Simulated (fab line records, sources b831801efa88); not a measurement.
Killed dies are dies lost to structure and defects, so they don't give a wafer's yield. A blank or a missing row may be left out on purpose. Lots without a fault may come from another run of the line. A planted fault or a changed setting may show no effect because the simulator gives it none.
Problem report in the 8D (eight disciplines) form, filled by code | flow gf180mcu | the parts of the form that need people (team, actions taken, sign-off) are left out

1. THE PROBLEM
NSD_RS at GF_PSD_RS_MEAS_14 reads a mean of 49.80 ohm/sq on 6 wafers of 2 lots; wafers without a fault read 45.94 ohm/sq with a standard deviation of 0.074. That is +52 standard deviations from the usual mean.
The step: measures by four-point-probe.
First seen on wafer L506.1, day 19 02:53, on film_metro-04. The record holds 33 wafers of 11 lots with a number at this step. Rule for "out", or "out of limits": more than 4 standard deviations from the usual mean. The other wafers with a number count as sound.

2. WHAT IT IS AND WHAT IT IS NOT
question                    | is                           | is not
which readings at this step | NSD_RS                       | -
which lots                  | L506, L508                   | L497, L499, L512, L514, L515, L516, L517, L518, L520
which wafers of those lots  | all that have a number       | -
read on which gauges        | film_metro-01, film_metro-04 | film_metro-03
when                        | from day 19 02:53            | up to then (6 sound wafers); but 21 sound wafers of L512, L514, L515, L516, L517, L518, L520 came after

3. SUSPECTS, AND WHAT RULES EACH OUT
Counting: a tool at a process step up to the reading stays a suspect if it ran every lot that is out and no sound lot after the first of them.
- the gauge at GF_PSD_RS_MEAS_14: ruled out. The wafers that are out were read on 2 gauges (film_metro-01, film_metro-04).
- implanter-02 at GF_NSD_IMPLANT_09: ruled out as a lasting fault. Sound lots L517, L518, L520 ran on it after its first lot that is out, L506 (day 18 02:07).
Left after counting: nothing in the record.

4. THE CAUSE (what the simulator had put in)
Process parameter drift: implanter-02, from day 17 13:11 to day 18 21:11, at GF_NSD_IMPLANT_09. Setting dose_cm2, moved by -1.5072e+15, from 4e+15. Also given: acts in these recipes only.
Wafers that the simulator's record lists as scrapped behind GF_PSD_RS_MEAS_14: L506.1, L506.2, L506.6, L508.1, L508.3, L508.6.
Counting ruled it out, wrongly: the rule takes a fault to strike every lot that its tool runs from its start on, and this one did not.

5. THE CHAIN OF EFFECTS, in route order
Each row: a reading whose mean over the struck wafers that have a number lies more than 3 standard deviations from the usual. Only readings for which the record gives a usual standard deviation are gone through. hours: the time from each lot's start at the first step in this table that gives one to its start at this step, as a median over the lots. sigmas: the change in usual standard deviations.
hours | step              | reading                  | usual        | on struck wafers | change | sigmas
0     | GF_NSD_IMPLANT_09 | beam_on_s                | 18.7 s       | 11.5             | -7.2   | -4.2
0     | GF_NSD_IMPLANT_09 | dose_ions_cm2            | 4e+15        | 2e+15            | -2e+15 | -99 or more
0     | GF_NSD_STRIP_11   | oes_product_au           | 0.485 a.u.   | 0.506            | +0.021 | +4.7
0     | GF_NSD_STRIP_11   | strip_time_to_endpoint_s | 23.00 s      | 21.18            | -1.82  | -52
25    | GF_PSD_RS_MEAS_14 | NSD_RS                   | 45.94 ohm/sq | 49.80            | +3.86  | +52
The process steps in it:
- GF_NSD_IMPLANT_09
- GF_NSD_STRIP_11: strips in O2/N2.

6. WHAT WOULD HAVE CAUGHT IT SOONER
In this record the first reading out of limits at a measuring or inspecting step was taken at day 19 02:53, 38 hours after the fault began at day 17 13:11.
The tool's own readings at GF_NSD_IMPLANT_09 were out on every struck wafer that the step has a row for (dose_ions_cm2): an alarm limit on them would have fired on the first of those.
